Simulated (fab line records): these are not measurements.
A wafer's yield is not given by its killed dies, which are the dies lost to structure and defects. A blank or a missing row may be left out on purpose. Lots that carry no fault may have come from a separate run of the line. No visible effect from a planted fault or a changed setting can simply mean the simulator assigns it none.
fab line records -- flow sfqLine
record: lots: 14, wafers: 42, lastDay: 86
route steps=325 shown L0@14 L0V@16 I0@46
lots with no fault: from the same line, run without faults
startH: hours from the record's opening day to when the first of the lot's shown wafers began -- waitH: hours from the lot's prior step to this one -- " as in the row above -- L1.1+2: several wafers, shown together as one row -- - no value, or no start was given -- * or withheld: withheld -- < > ~ a bound
route shown NAME@n: a module of which the file shows steps, and the number in the route of the first -- usual: average and standard deviation across the fault-free wafers -- same: alike in all rows -- chamber/n: place in a boat -- sites: the reading at each site -- _std_site: how widely they spread, as a standard deviation -- _edge_site: the outer-site mean with the inner-site mean subtracted -- radiusMm: for every site, how far away it sits from the centre of the wafer -- mask NAME#n: copy n -- behind: the most recent tool/chamber to have shaped the wafer -- hold: what put the lot on hold/how long, in hours/how the hold closed -- device: the transistor (n, p or np) that didn't switch -- end of line: tests of these same wafers at the route's end -- step lacking rows: just its recipe -- killed: dies lost to structure and defects at the first sort, not the wafer's yield -- map: a wafer's dies, x killed, . not, _ none there
set.NAME: the setting as run; set.NAME@STEP: as run at that earlier step -- model.NAME: the simulator's own value behind a step, which no gauge read
route steps across a sampled set of lots; one table per step, one row per wafer
services: when a tool's chamber went out of use (startH, in hours from the record's first day, below 0 if earlier), for how many hours, and the reason
== steps ==
step: SFQ_TRILAYER_L0_STRIP_STRIP_009
recipe: gas: O2, powerW: 200, platenTempC: 40, overashFraction: 0.65, chemistry: O2, pressureMtorr: 50
usual: chamberPressureMTorr: 50.00/0.045, drypumpMotorCurrentA: 5.6/0.49, oesProductAu: 1.002/0.0067
lot.wafer,tool,chamber,startH,waitH,chamberPressureMTorr,drypumpMotorCurrentA,oesProductAu,rfHoursCounterH
L751.2,rieMetal-04,1,57.63,0.3,50.03,5.8,1.010,-
L751.4,rieMetal-04,1,57.63,0.3,49.93,5.8,0.993,-
L751.5,rieMetal-04,1,57.63,0.3,50.02,5.8,0.997,-
L752.3,rieMetal-01,1,63.73,0.2,50.02,6.2,1.002,-
L752.4,rieMetal-01,0,63.73,0.2,50.06,5.3,1.005,-
L752.6,rieMetal-01,0,63.73,0.2,49.94,5.3,1.009,-
L753.3,rieMetal-02,0,69.83,0.4,50.07,6.1,0.993,-
L753.5,rieMetal-02,0,69.83,0.4,50.05,6.1,1.004,-
L753.6,rieMetal-02,0,69.83,0.4,49.97,6.1,1.007,-
L754.3,rieMetal-02,0,77.27,0.4,50.01,6.1,1.000,-
L754.5,rieMetal-02,0,77.27,0.4,50.03,6.1,1.008,-
L754.6,rieMetal-02,0,77.27,0.4,50.03,6.1,1.009,-
L755.2,rieMetal-02,0,84.92,0.0,49.96,6.1,1.016,16
L755.3,rieMetal-02,1,84.92,0.0,49.95,5.2,1.002,-
L755.4,rieMetal-02,0,84.92,0.0,50.00,6.1,1.002,-
L756.4,rieMetal-01,1,92.32,0.2,49.95,6.2,1.007,-
L756.5,rieMetal-01,0,92.32,0.2,50.06,5.3,0.997,-
L756.6,rieMetal-01,1,92.32,0.2,50.03,6.2,1.003,-
L757.1,rieMetal-04,0,99.42,0.0,50.01,4.8,0.992,9
L757.2,rieMetal-04,1,99.42,0.0,50.00,5.8,0.991,4
L757.6,rieMetal-04,0,99.42,0.0,50.04,4.8,1.002,-
L759.1,rieMetal-01,0,115.02,0.0,49.99,5.3,1.000,43
L759.3,rieMetal-01,0,115.02,0.0,49.92,5.3,1.001,-
L759.4,rieMetal-01,1,115.02,0.0,49.99,6.2,0.994,-
L760.1,rieMetal-01,0,121.13,0.1,50.08,5.3,1.009,44
L760.2,rieMetal-01,0,121.13,0.1,49.94,5.3,0.992,-
L760.3,rieMetal-01,0,121.13,0.1,49.96,5.3,1.012,-
L761.1,rieMetal-04,1,128.22,0.0,50.03,5.8,1.002,8
L761.5,rieMetal-04,0,128.22,0.0,50.00,4.8,1.006,-
L761.6,rieMetal-04,1,128.22,0.0,50.03,5.8,1.002,-
L762.1,rieMetal-01,0,136.08,0.1,50.03,5.3,1.007,48
L762.3,rieMetal-01,0,136.08,0.1,50.00,5.3,1.011,-
L762.6,rieMetal-01,0,136.08,0.1,50.07,5.3,0.999,-
L763.1,rieMetal-04,1,145.25,0.0,50.03,5.8,0.997,11
L763.4,rieMetal-04,0,145.25,0.0,49.98,4.8,1.011,-
L763.6,rieMetal-04,1,145.25,0.0,50.01,5.8,0.997,-
L764.2,rieMetal-04,1,150.05,0.0,49.96,5.8,1.013,12
L764.3,rieMetal-04,1,150.05,0.0,50.01,5.8,0.996,-
L764.6,rieMetal-04,0,150.05,0.0,50.00,4.8,1.009,-
L774.4,rieMetal-01,1,224.98,0.2,49.96,6.2,1.010,-
L774.5,rieMetal-01,1,224.98,0.2,49.99,6.2,1.007,-
L774.6,rieMetal-01,0,224.98,0.2,49.96,5.3,0.999,-
step: SFQ_TRILAYER_L0_CAP_PECVD_011
recipe: material: SiO2, tempC: 150, timeS: 13.333, pressureTorr: 2.4, rfW: 183.3, precursor: SiH4/N2O, targetThkNm: 60
usual: heaterPowerW: 78/9.3, susceptorTempC: 150.01/0.14, throttleValvePct: 24.4/0.86
same: timeS: 13.333
lot.wafer,tool,chamber,startH,waitH,heaterPowerW,susceptorTempC,throttleValvePct
L751.2,pecvd-02,0,58.80,0.0,79,149.88,23.5
L751.4,pecvd-02,0,58.80,0.0,66,149.82,23.6
L751.5,pecvd-02,2,58.80,0.0,79,150.14,24.6
L752.3,pecvd-04,2,64.31,0.0,80,150.10,24.4
L752.4,pecvd-04,0,64.31,0.0,64,149.82,25.8
L752.6,pecvd-04,2,64.31,0.0,80,149.94,24.4
L753.3,pecvd-04,0,70.80,0.0,64,149.93,25.8
L753.5,pecvd-04,1,70.80,0.0,79,150.19,25.9
L753.6,pecvd-04,0,70.80,0.0,64,150.09,25.7
L754.3,pecvd-03,2,78.24,0.0,85,149.91,24.3
L754.5,pecvd-03,0,78.24,0.0,92,149.90,22.4
L754.6,pecvd-03,2,78.24,0.0,88,149.86,24.2
L755.2,pecvd-03,1,85.69,0.0,76,149.85,24.6
L755.3,pecvd-03,2,85.69,0.0,95,149.93,24.3
L755.4,pecvd-03,2,85.69,0.0,94,150.04,24.4
L756.4,pecvd-02,0,92.91,0.0,68,149.89,23.5
L756.5,pecvd-02,2,92.91,0.0,86,149.95,24.5
L756.6,pecvd-02,1,92.91,0.0,80,150.02,23.9
L757.1,pecvd-02,1,100.19,0.0,79,149.86,23.9
L757.2,pecvd-02,2,100.19,0.0,82,150.17,24.6
L757.6,pecvd-02,1,100.19,0.0,82,150.09,24.1
L759.1,pecvd-02,0,115.79,0.0,74,149.88,23.6
L759.3,pecvd-02,1,115.79,0.0,79,150.12,23.7
L759.4,pecvd-02,2,115.79,0.0,77,150.35,24.8
L760.1,pecvd-03,0,122.50,0.0,93,150.05,22.6
L760.2,pecvd-03,2,122.50,0.0,91,149.92,24.5
L760.3,pecvd-03,1,122.50,0.0,78,150.16,24.1
L761.1,pecvd-02,1,128.99,0.0,86,149.96,24.0
L761.5,pecvd-02,1,128.99,0.0,85,149.90,23.8
L761.6,pecvd-02,2,128.99,0.0,72,149.86,24.8
L762.1,pecvd-02,2,137.47,0.0,83,149.78,24.7
L762.3,pecvd-02,0,137.47,0.0,81,150.06,23.9
L762.6,pecvd-02,0,137.47,0.0,80,150.11,23.8
L762.1,pecvd-02,2,137.66,0.2,83,150.04,24.7
L762.3,pecvd-02,0,137.66,0.2,79,150.00,23.6
L762.6,pecvd-02,0,137.66,0.2,81,149.95,23.7
L763.1,pecvd-02,0,146.03,0.0,66,150.16,23.9
L763.4,pecvd-02,0,146.03,0.0,67,150.21,23.8
L763.6,pecvd-02,1,146.03,0.0,86,150.09,24.3
L764.2,pecvd-02,0,150.84,0.0,76,150.04,23.8
L764.3,pecvd-02,1,150.84,0.0,72,150.08,24.1
L764.6,pecvd-02,1,150.84,0.0,75,150.32,24.4
L764.2,pecvd-02,0,151.04,0.2,80,149.96,23.6
L764.3,pecvd-02,1,151.04,0.2,73,150.04,24.2
L764.6,pecvd-02,1,151.04,0.2,74,149.77,24.0
L774.4,pecvd-04,1,225.57,0.0,79,149.91,25.7
L774.5,pecvd-04,2,225.57,0.0,86,149.93,24.5
L774.6,pecvd-04,0,225.57,0.0,54,149.97,25.8
step: SFQ_TRILAYER_L0_VIA_ETCH_VIA_ETCH_016
recipe: target: SiO2, stopOn: MoNx_KI, maskMaterial: PR, chemistry: CHF3, targetDepthNm: 80, sourceW: 500, biasW: 80, pressureMtorr: 30, timeS: withheld
usual: chamberPressureMTorr: 29.998/0.028, drypumpMotorCurrentA: 5.8/0.51, oesProductAu: 0.845/0.0074
lot.wafer,tool,chamber,startH,waitH,chamberPressureMTorr,drypumpMotorCurrentA,oesProductAu
L751.2,rieDiel-02,1,122.19,0.0,29.993,6.4,0.838
L751.4,rieDiel-02,3,122.19,0.0,30.024,5.6,0.850
L751.5,rieDiel-02,2,122.19,0.0,30.018,5.0,0.853
L752.3,rieDiel-04,0,132.35,0.0,30.034,6.2,0.849
L752.4,rieDiel-04,2,132.35,0.0,29.986,6.0,0.845
L752.6,rieDiel-04,2,132.35,0.0,29.974,6.0,0.851
L753.3,rieDiel-01,2,142.82,0.0,29.999,5.5,0.845
L753.5,rieDiel-01,0,142.82,0.0,29.998,6.7,0.854
L753.6,rieDiel-01,1,142.82,0.0,30.022,6.3,0.844
L754.3,rieDiel-01,0,151.22,0.0,29.971,6.7,0.844
L754.5,rieDiel-01,3,151.22,0.0,29.990,5.8,0.845
L754.6,rieDiel-01,0,151.22,0.0,30.010,6.8,0.850
L755.2,rieDiel-02,1,160.82,0.0,30.050,6.4,0.845
L755.3,rieDiel-02,2,160.82,0.0,29.965,5.0,0.847
L755.4,rieDiel-02,2,160.82,0.0,29.994,5.0,0.847
L756.4,rieDiel-02,3,169.22,0.0,30.017,5.6,0.846
L756.5,rieDiel-02,1,169.22,0.0,29.946,6.4,0.838
L756.6,rieDiel-02,2,169.22,0.0,30.002,5.0,0.844
L757.1,rieDiel-02,0,183.59,0.0,30.017,5.9,0.833
L757.2,rieDiel-02,1,183.59,0.0,29.968,6.4,0.844
L757.6,rieDiel-02,1,183.59,0.0,30.025,6.4,0.844
L759.1,rieDiel-04,2,205.19,0.0,30.044,5.9,0.841
L759.3,rieDiel-04,3,205.19,0.0,29.987,5.8,0.838
L759.4,rieDiel-04,1,205.19,0.0,30.014,5.4,0.845
L760.1,rieDiel-02,1,213.59,0.0,30.015,6.4,0.846
L760.2,rieDiel-02,2,213.59,0.0,30.002,5.0,0.836
L760.3,rieDiel-02,3,213.59,0.0,30.009,5.6,0.833
L761.1,rieDiel-01,1,225.95,0.0,29.991,6.3,0.847
L761.5,rieDiel-01,0,225.95,0.0,30.014,6.7,0.856
L761.6,rieDiel-01,1,225.95,0.0,29.980,6.3,0.850
L762.1,rieDiel-02,1,236.75,0.0,30.015,6.4,0.996
L762.3,rieDiel-02,3,236.75,0.0,30.004,5.6,0.995
L762.6,rieDiel-02,3,236.75,0.0,30.050,5.6,0.999
L763.1,rieDiel-01,2,251.15,0.0,29.952,5.5,0.830
L763.4,rieDiel-01,0,251.15,0.0,30.035,6.7,0.847
L763.6,rieDiel-01,2,251.15,0.0,30.014,5.5,0.846
L764.2,rieDiel-02,1,252.35,0.0,29.954,6.4,0.994
L764.3,rieDiel-02,0,252.35,0.0,30.013,5.9,1.002
L764.6,rieDiel-02,3,252.35,0.0,30.015,5.6,0.990
L774.4,rieDiel-01,3,265.57,0.0,30.017,5.8,0.852
L774.5,rieDiel-01,2,265.57,0.0,30.036,5.5,0.849
L774.6,rieDiel-01,0,265.57,0.0,30.007,6.7,0.850
step: SFQ_TRILAYER_I0_METRO_MEASURE_029
usual: thkNm: 204.1/1
lot.wafer,tool,chamber,startH,waitH,thkNm
L751.2,filmMetro-02,-,221.51,0.3,203.9
L751.4,filmMetro-02,-,221.51,0.3,204.8
L751.5,filmMetro-02,-,221.51,0.3,204.3
L752.3,filmMetro-04,-,236.75,0.5,203.4
L752.4,filmMetro-04,-,236.75,0.5,203.6
L752.6,filmMetro-04,-,236.75,0.5,204.1
L753.3,filmMetro-02,-,250.27,0.5,202.8
L753.5,filmMetro-02,-,250.27,0.5,204.2
L753.6,filmMetro-02,-,250.27,0.5,203.1
L754.3,filmMetro-01,-,261.67,0.5,203.5
L754.5,filmMetro-01,-,261.67,0.5,203.9
L754.6,filmMetro-01,-,261.67,0.5,203.7
L755.2,filmMetro-01,-,270.31,0.3,202.4
L755.3,filmMetro-01,-,270.31,0.3,202.4
L755.4,filmMetro-01,-,270.31,0.3,203.9
L756.4,filmMetro-01,-,284.04,0.6,203.1
L756.5,filmMetro-01,-,284.04,0.6,204.1
L756.6,filmMetro-01,-,284.04,0.6,202.9
L757.1,filmMetro-01,-,295.38,0.1,205.4
L757.2,filmMetro-01,-,295.38,0.1,204.3
L757.6,filmMetro-01,-,295.38,0.1,203.8
L759.1,filmMetro-04,-,317.10,0.1,203.4
L759.3,filmMetro-04,-,317.10,0.1,203.0
L759.4,filmMetro-04,-,317.10,0.1,202.4
L760.1,filmMetro-04,-,325.54,0.1,205.2
L760.2,filmMetro-04,-,325.54,0.1,203.0
L760.3,filmMetro-04,-,325.54,0.1,203.2
L761.1,filmMetro-04,-,335.92,0.1,203.5
L761.5,filmMetro-04,-,335.92,0.1,203.1
L761.6,filmMetro-04,-,335.92,0.1,203.9
L762.1,filmMetro-01,-,345.90,0.1,203.5
L762.3,filmMetro-01,-,345.90,0.1,203.1
L762.6,filmMetro-01,-,345.90,0.1,204.5
L763.1,filmMetro-02,-,364.91,0.1,204.4
L763.4,filmMetro-02,-,364.91,0.1,202.6
L763.6,filmMetro-02,-,364.91,0.1,204.1
L764.2,filmMetro-01,-,369.38,0.3,204.6
L764.3,filmMetro-01,-,369.38,0.3,205.0
L764.6,filmMetro-01,-,369.38,0.3,204.0
L774.4,filmMetro-01,-,392.51,0.6,206.4
L774.5,filmMetro-01,-,392.51,0.6,205.9
L774.6,filmMetro-01,-,392.51,0.6,205.4
step: SFQ_TRILAYER_I0_VIA_STRIP_STRIP_035
recipe: gas: O2, powerW: 200, platenTempC: 40, overashFraction: 0.65, chemistry: O2, pressureMtorr: 50
usual: chamberPressureMTorr: 50.01/0.051, drypumpMotorCurrentA: 5.7/0.63, oesProductAu: 1.000/0.0066
lot.wafer,tool,chamber,startH,waitH,chamberPressureMTorr,drypumpMotorCurrentA,oesProductAu,rfHoursCounterH
L751.2,rieMetal-04,1,227.06,-,50.00,5.8,0.997,23
L751.4,rieMetal-04,1,227.06,-,49.99,5.8,0.989,-
L751.5,rieMetal-04,0,227.06,-,50.07,4.8,0.999,-
L752.3,rieMetal-04,1,240.19,-,50.05,5.7,1.004,-
L752.4,rieMetal-04,0,240.19,-,49.89,4.8,1.004,-
L752.6,rieMetal-04,0,240.19,-,50.02,4.8,0.999,-
L753.3,rieMetal-03,1,356.98,-,49.98,6.1,0.994,-
L753.5,rieMetal-03,1,356.98,-,49.92,6.1,0.995,-
L753.6,rieMetal-03,0,356.98,-,49.98,6.7,1.003,-
L754.3,rieMetal-04,1,376.89,-,50.01,5.8,1.007,-
L754.5,rieMetal-04,1,376.89,-,50.02,5.7,1.008,-
L754.6,rieMetal-04,0,376.89,-,50.00,4.8,1.005,-
L755.2,rieMetal-04,1,386.33,-,50.04,5.8,1.005,47
L755.3,rieMetal-04,1,386.33,-,50.04,5.8,1.007,-
L755.4,rieMetal-04,0,386.33,-,50.00,4.8,1.006,-
L756.4,rieMetal-04,0,397.33,-,49.94,4.8,1.005,-
L756.5,rieMetal-04,1,397.33,-,49.95,5.8,1.003,-
L756.6,rieMetal-04,0,397.33,-,50.01,4.8,1.004,-
L757.1,rieMetal-04,1,405.53,-,50.06,5.8,0.996,51
L757.2,rieMetal-04,0,405.53,-,50.09,4.8,0.995,56
L757.6,rieMetal-04,0,405.53,-,50.00,4.8,0.993,-
L759.1,rieMetal-03,0,428.33,-,49.97,6.6,0.992,148
L759.3,rieMetal-03,0,428.33,-,49.99,6.6,0.998,-
L759.4,rieMetal-03,1,428.33,-,49.93,6.1,1.000,-
L760.1,rieMetal-03,0,436.73,-,50.06,6.6,0.983,149
L760.2,rieMetal-03,0,436.73,-,50.05,6.7,0.991,-
L760.3,rieMetal-03,0,436.73,-,49.94,6.6,0.999,-
L761.1,rieMetal-04,1,445.13,-,50.03,5.7,0.992,57
L761.5,rieMetal-04,1,445.13,-,50.01,5.8,0.997,-
L761.6,rieMetal-04,0,445.13,-,50.06,4.8,1.006,-
L762.1,rieMetal-01,0,453.53,-,50.00,5.3,0.997,99
L762.3,rieMetal-01,0,453.53,-,50.00,5.3,1.005,-
L762.6,rieMetal-01,0,453.53,-,50.04,5.3,1.000,-
L763.1,rieMetal-03,0,476.13,-,50.05,6.6,1.010,157
L763.4,rieMetal-03,0,476.13,-,49.95,6.6,1.003,-
L763.6,rieMetal-03,1,476.13,-,49.93,6.1,1.000,-
L764.2,rieMetal-01,1,484.53,-,49.99,6.2,0.996,52
L764.3,rieMetal-01,1,484.53,-,50.14,6.2,1.009,-
L764.6,rieMetal-01,0,484.53,-,50.00,5.3,1.002,-
L774.4,rieMetal-03,0,517.25,-,50.10,6.6,0.998,-
L774.5,rieMetal-03,0,517.25,-,50.07,6.6,0.995,-
L774.6,rieMetal-03,1,517.25,-,49.93,6.1,0.990,-
== services ==
tool,chamber,startH,hours,kind
rieMetal-01,1,36.98,4.4,repair
rieMetal-01,0,57.73,3.2,repair
pecvd-02,0,62.02,17.9,repair
filmMetro-01,-,94.58,1.9,pm
rieMetal-01,-,102.58,0.2,repair
rieMetal-01,0,115.72,2.1,repair
filmMetro-01,-,139.04,0.5,pm
filmMetro-01,-,149.24,1.5,pm
filmMetro-01,-,153.50,2.3,repair
rieDiel-02,0,159.02,4.1,repair
pecvd-02,2,188.12,16.3,repair
rieMetal-04,-,230.58,2.8,pm
rieMetal-01,-,243.20,1.4,pm
rieMetal-04,-,269.96,1.2,repair
rieDiel-02,-,309.76,0.8,repair
rieDiel-02,1,315.85,5.1,repair
rieMetal-01,-,316.82,1.0,repair
pecvd-02,-,319.26,6.0,pm
filmMetro-01,-,320.56,0.7,pm
filmMetro-01,-,339.58,0.6,pm
pecvd-02,-,358.75,0.9,repair
pecvd-02,-,393.19,14.6,pm
pecvd-02,1,452.52,5.5,repair
pecvd-02,0,513.28,4.0,repair
== key ==
firstSign: step: SFQ_TRILAYER_L0_CAP_PECVD_011, reading: visit, direction: added
effect: step: SFQ_TRILAYER_L0_VIA_ETCH_VIA_ETCH_016, reading: oesProductAu, direction: up, sigmas: 20, usual: 0.845, struck: 0.996
metAt SFQ_TRILAYER_L0_CAP_PECVD_011
struckLots L762,L764
notActingAt SFQ_TRILAYER_L0_STRIP_STRIP_009,SFQ_TRILAYER_I0_METRO_MEASURE_029,SFQ_TRILAYER_I0_VIA_STRIP_STRIP_035
fault: kind: repeatedStepWhole, tool: pecvd-02,pecvd-03,pecvd-04, chamber: -, onsetH: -, steps: SFQ_TRILAYER_L0_CAP_PECVD_011, times: 1, scope: struckLotsOnly
